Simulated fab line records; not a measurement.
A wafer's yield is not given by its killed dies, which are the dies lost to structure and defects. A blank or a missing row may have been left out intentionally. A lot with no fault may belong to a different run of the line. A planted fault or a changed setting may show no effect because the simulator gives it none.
fab line records | flow sky130
record lots=7 wafers=21 lastDay=50
route steps=708 shown METAL2@485
lots with no fault: from the same line, run without faults
startH: hours from the record's first day to the start of the lot's first wafer shown | waitH: time in hours since the lot's previous step | " unchanged from the row above | L1.1+2: one row covering several wafers at once | - no value, or no start given | * or withheld: withheld | < > ~ a bound
route shown NAME@n: names a module that has steps shown in the file, with the first one's number in the route | usual: mean/standard deviation of fault-free wafers | same: alike in all rows | chamber/n: place in a boat | sites: readings site by site | _std_site: the values' standard deviation | _edge_site: outer sites' mean less inner sites' | radiusMm: for every site, how far away it sits from the centre of the wafer | mask NAME#n: copy n | behind: the most recent tool/chamber to have shaped the wafer | hold: reason for holding the lot/hours on hold/outcome of the hold | device: transistor that didn't switch, given as n, p or np | end of line: the tests these same wafers got at the end of their route | a step without rows: its recipe alone | killed: dies lost to structure and defects at the first sort, not the wafer's yield | map: dies across one wafer; x = killed, . = not, _ = none there
set.NAME: the setting the step ran with; set.NAME@STEP: the setting that earlier step ran with | model.NAME: the simulator's own value behind a step, which no gauge read
lots seen at some steps along the route; tables by step, rows by wafer
services: a tool's chamber out of use, with start hour (startH, from the record's first day; less than 0 if before it), hours out, and reason
## steps
# step SKY_METAL2_SPUTTER_02
# recipe material=AlCu targetThkNm=250 powerW=10600 timeS=13.3 chamberPressurePa=0.4
# usual chamberPressurePa=0.4001/0.00074 throttleValvePct=30.1/1.1
# columns lot.wafer tool chamber startH waitH chamberPressurePa throttleValvePct
L757.2 pvdSputter-03 - 849.17 0.0 0.3997 28.4
L757.3 " - " " 0.4006 29.5
L757.5 " - " " 0.3996 29.0
L761.1 pvdSputter-04 - 856.13 0.0 0.3991 29.1
L761.3 " - " " 0.3989 31.5
L761.6 " - " " 0.4011 29.6
L765.1 pvdSputter-02 - 892.23 0.0 0.3992 30.9
L765.2 " - " " 0.4010 29.6
L765.6 " - " " 0.4012 29.6
L764.3 pvdSputter-03 - 894.93 0.0 0.3991 28.6
L764.4 " - " " 0.3993 30.8
L764.5 " - " " 0.3995 29.7
L766.2 pvdSputter-02 - 895.58 0.0 0.4009 29.5
L766.4 " - " " 0.3996 30.6
L766.6 " - " " 0.4004 30.7
L774.4 pvdSputter-04 - 939.84 0.0 0.4007 29.8
L774.5 " - " " 0.4000 31.5
L774.6 " - " " 0.4007 29.8
L776.2 pvdSputter-02 - 955.34 0.0 0.4005 31.1
L776.5 " - " " 0.3993 29.5
L776.6 " - " " 0.3997 30.6
# step SKY_METAL2_SPUTTER_03
# recipe material=Ti targetThkNm=5 powerW=3000 timeS=3.3 chamberPressurePa=0.4
# usual chamberPressurePa=0.4000/0.00081 throttleValvePct=30.1/1.1
# columns lot.wafer tool chamber startH waitH chamberPressurePa throttleValvePct
L757.2 pvdSputter-03 - 849.20 0.0 0.3987 28.4
L757.3 " - " " 0.4001 29.2
L757.5 " - " " 0.3995 28.9
L761.1 pvdSputter-04 - 856.16 0.0 0.3985 29.3
L761.3 " - " " 0.3993 31.6
L761.6 " - " " 0.4003 29.6
L765.1 pvdSputter-02 - 892.26 0.0 0.4003 30.5
L765.2 " - " " 0.4007 29.3
L765.6 " - " " 0.4000 29.7
L764.3 pvdSputter-03 - 894.95 0.0 0.4005 29.2
L764.4 " - " " 0.3995 31.0
L764.5 " - " " 0.3983 29.5
L766.2 pvdSputter-02 - 895.60 0.0 0.4003 29.7
L766.4 " - " " 0.3993 30.9
L766.6 " - " " 0.4003 30.9
L774.4 pvdSputter-04 - 939.87 0.0 0.4005 29.7
L774.5 " - " " 0.3996 31.8
L774.6 " - " " 0.4009 29.7
L776.2 pvdSputter-02 - 955.36 0.0 0.4012 30.7
L776.5 " - " " 0.3989 29.7
L776.6 " - " " 0.4019 30.6
# step SKY_METAL2_SPUTTER_04
# recipe material=TiN targetThkNm=70 powerW=6500 timeS=58.3 chamberPressurePa=0.4
# usual chamberPressurePa=0.4000/0.00074 throttleValvePct=30.1/1.1
# columns lot.wafer tool chamber startH waitH chamberPressurePa throttleValvePct
L757.2 pvdSputter-03 - 849.22 0.0 0.4002 28.4
L757.3 " - " " 0.4000 29.5
L757.5 " - " " 0.4003 29.0
L761.1 pvdSputter-04 - 856.18 0.0 0.4018 29.3
L761.3 " - " " 0.4014 32.1
L761.6 " - " " 0.4000 29.7
L765.1 pvdSputter-02 - 892.28 0.0 0.4003 30.9
L765.2 " - " " 0.4009 29.6
L765.6 " - " " 0.4003 29.5
L764.3 pvdSputter-03 - 894.97 0.0 0.3994 28.9
L764.4 " - " " 0.4005 31.0
L764.5 " - " " 0.3992 29.3
L766.2 pvdSputter-02 - 895.62 0.0 0.4001 29.5
L766.4 " - " " 0.4004 30.7
L766.6 " - " " 0.4003 30.9
L774.4 pvdSputter-04 - 939.89 0.0 0.3999 29.8
L774.5 " - " " 0.3995 31.6
L774.6 " - " " 0.3994 29.8
L776.2 pvdSputter-02 - 955.38 0.0 0.3991 30.8
L776.5 " - " " 0.3994 29.5
L776.6 " - " " 0.3995 30.9
# step SKY_METAL2_RS_MEAS_05
# recipe thkMeasGauge=four-point-probe reads=TiN_of_METAL2_SPUTTER_04+Ti_of_METAL2_SPUTTER_03+AlCu_of_METAL2_SPUTTER_02+TiN_of_METAL2_SPUTTER_01+Ti_of_METAL2_SPUTTER_00
# usual METAL2_ALCU_RS=0.1271/0.0017
# columns lot.wafer tool chamber startH waitH METAL2_ALCU_RS[ohm/sq]
L757.2 filmMetro-02 - 849.29 0.0 0.1306
L757.3 " - " " 0.1299
L757.5 " - " " 0.1274
L761.1 filmMetro-03 - 856.23 0.0 0.1277
L761.3 " - " " 0.1279
L761.6 " - " " 0.1268
L765.1 filmMetro-02 - 892.33 0.0 0.1273
L765.2 " - " " 0.1290
L765.6 " - " " 0.1285
L764.3 filmMetro-02 - 895.06 0.1 0.1251
L764.4 " - " " 0.1267
L764.5 " - " " 0.1276
L766.2 filmMetro-03 - 895.69 0.0 0.1295
L766.4 " - " " 0.1277
L766.6 " - " " 0.1282
L774.4 filmMetro-02 - 940.00 0.1 0.1247
L774.5 " - " " 0.1258
L774.6 " - " " 0.1256
L776.2 filmMetro-02 - 955.45 0.0 0.1285
L776.5 " - " " 0.1299
L776.6 " - " " 0.1276
# step SKY_METAL2_THK_MEAS_06
# recipe thkMeasGauge=xrf reads=AlCu_of_METAL2_SPUTTER_02
# usual METAL2_ALCU_THK=250/3.5
# columns lot.wafer tool chamber startH waitH METAL2_ALCU_THK[nm]
L757.2 filmMetro-02 - 849.40 0.1 243
L757.3 " - " " 246
L757.5 " - " " 249
L761.1 filmMetro-03 - 856.35 0.1 252
L761.3 " - " " 252
L761.6 " - " " 253
L765.1 filmMetro-02 - 892.45 0.1 249
L765.2 " - " " 246
L765.6 " - " " 247
L764.3 filmMetro-02 - 895.16 0.1 253
L764.4 " - " " 249
L764.5 " - " " 248
L766.2 filmMetro-03 - 895.80 0.1 246
L766.4 " - " " 250
L766.6 " - " " 250
L774.4 filmMetro-02 - 940.09 0.1 254
L774.5 " - " " 250
L774.6 " - " " 253
L776.2 filmMetro-02 - 955.56 0.1 247
L776.5 " - " " 244
L776.6 " - " " 249
# step SKY_METAL2_DEHYDRATE_07
# recipe tempC=200 timeS=60
# step SKY_METAL2_HMDS_08
# recipe primeTimeS=60 primeTempC=120
# step SKY_METAL2_COAT_09
# recipe resist=BARC tempC=withheld timeS=withheld spinRpm=3000 resistThkNm=60
# step SKY_METAL2_COAT_10
# recipe resist=KrF-thick spinRpm=3000 resistThkNm=450
# step SKY_METAL2_SOFTBAKE_11
# recipe tempC=100 timeS=90 resist=KrF-thick
# step SKY_METAL2_EXPOSE_12
# recipe maskId=MM2 na=0.8 sourceShape=annular sigmaInner=0.55 sigmaOuter=0.85 targetCdNm=140 doseMj=28
# step SKY_METAL2_PEB_13
# recipe pebTempC=withheld pebTimeS=withheld resist=KrF-thick
# step SKY_METAL2_DEVELOP_14
# recipe developTimeS=58.36 resist=KrF-thick devTempC=21
# usual chillPlateTempC=23.01/0.097 developTimeS=58.36/0
# columns lot.wafer tool chamber startH waitH chillPlateTempC developTimeS model.KrF-thick_of_METAL2_COAT_10.thkNm
L757.2 lithoTrack-02 0 875 - 22.98 58.36 435.8
L757.3 " 0 " " 23.06 58.36 435.4
L757.5 " 0 " " 22.94 58.36 435.8
L761.1 lithoTrack-03 0 882 - 22.95 58.36 438.2
L761.3 " 0 " " 22.80 58.36 437.2
L761.6 " 0 " " 22.91 58.36 438.2
L765.1 lithoTrack-01 - 917 - - - 446.8
L765.2 " - " " - - 448.1
L765.6 " - " " - - 449.2
L764.3 lithoTrack-02 - 919 - - - 448.9
L764.4 " - " " - - 448.5
L764.5 " - " " - - 448.7
L766.2 lithoTrack-01 - 920 - - - 450.1
L766.4 " - " " - - 450.6
L766.6 " - " " - - 449.3
L774.4 lithoTrack-03 0 963 - 23.02 58.36 434.4
L774.5 " 0 " " 23.02 58.36 434.9
L774.6 " 0 " " 23.08 58.36 436.1
L776.2 lithoTrack-03 0 978 - 22.89 58.36 437.1
L776.5 " 0 " " 23.07 58.36 435
L776.6 " 0 " " 22.92 58.36 435.9
# step SKY_METAL2_CD_MEAS_15
# recipe targetCdNm=140
# usual cdNm=140.0/1.6
# columns lot.wafer tool chamber startH waitH cdNm
L757.2 cdSem-02 - 875.80 - 141.4
L757.3 " - " " 141.2
L757.5 " - " " 142.0
L761.1 cdSem-02 - 882.46 - 140.9
L761.3 " - " " 140.7
L761.6 " - " " 141.1
L765.1 cdSem-01 - 917.32 - -
L765.2 " - " " -
L765.6 " - " " -
L764.3 cdSem-02 - 919.67 - -
L764.4 " - " " -
L764.5 " - " " -
L766.2 cdSem-01 - 920.84 - -
L766.4 " - " " -
L766.6 " - " " -
L774.4 cdSem-02 - 963.67 - 140.6
L774.5 " - " " 141.8
L774.6 " - " " 140.8
L776.2 cdSem-01 - 978.58 - 139.7
L776.5 " - " " 141.6
L776.6 " - " " 139.3
## services
# columns tool chamber startH hours kind
pvdSputter-04 - 859.11 0.8 repair
pvdSputter-02 - 877.06 3.1 repair
pvdSputter-04 - 905.06 6.7 repair
pvdSputter-03 - 912.29 8.0 repair
pvdSputter-04 - 940.99 1.1 repair
pvdSputter-04 - 972.43 3.3 repair
## key
firstSign step=SKY_METAL2_DEVELOP_14 reading=toolRecord direction=missing
effect none on later readings
modelEffect step=SKY_METAL2_DEVELOP_14 value=KrF-thick_of_METAL2_COAT_10.thkNm without=434.9 struck=448.9
metAt SKY_METAL2_DEVELOP_14
struckWafers L764.3,L764.4,L764.5,L765.1,L765.2,L765.6,L766.2,L766.4,L766.6
rowsEnd L764.3,L764.4,L764.5,L766.2,L766.4,L766.6
laterRowsLeftOut L765.1,L765.2,L765.6
sortLeftOut L765.1,L765.2,L765.6
onsetBetween 875 917
fault kind=skippedStepWhole tool=lithoTrack-01,lithoTrack-02 chamber=- onsetH=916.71 steps=SKY_METAL2_DEVELOP_14 scope=struckLotsOnly
# sortLeftOut: the simulated sort isn't trusted on such a fault, so these wafers' sort isn't shown, and their yield isn't known
# laterRowsLeftOut: the simulator's readings of these wafers behind a module that went badly wrong aren't trusted and aren't shown, but for the sort
# rowsEnd: these wafers met a further fault down the route, and their rows from its step on are left out
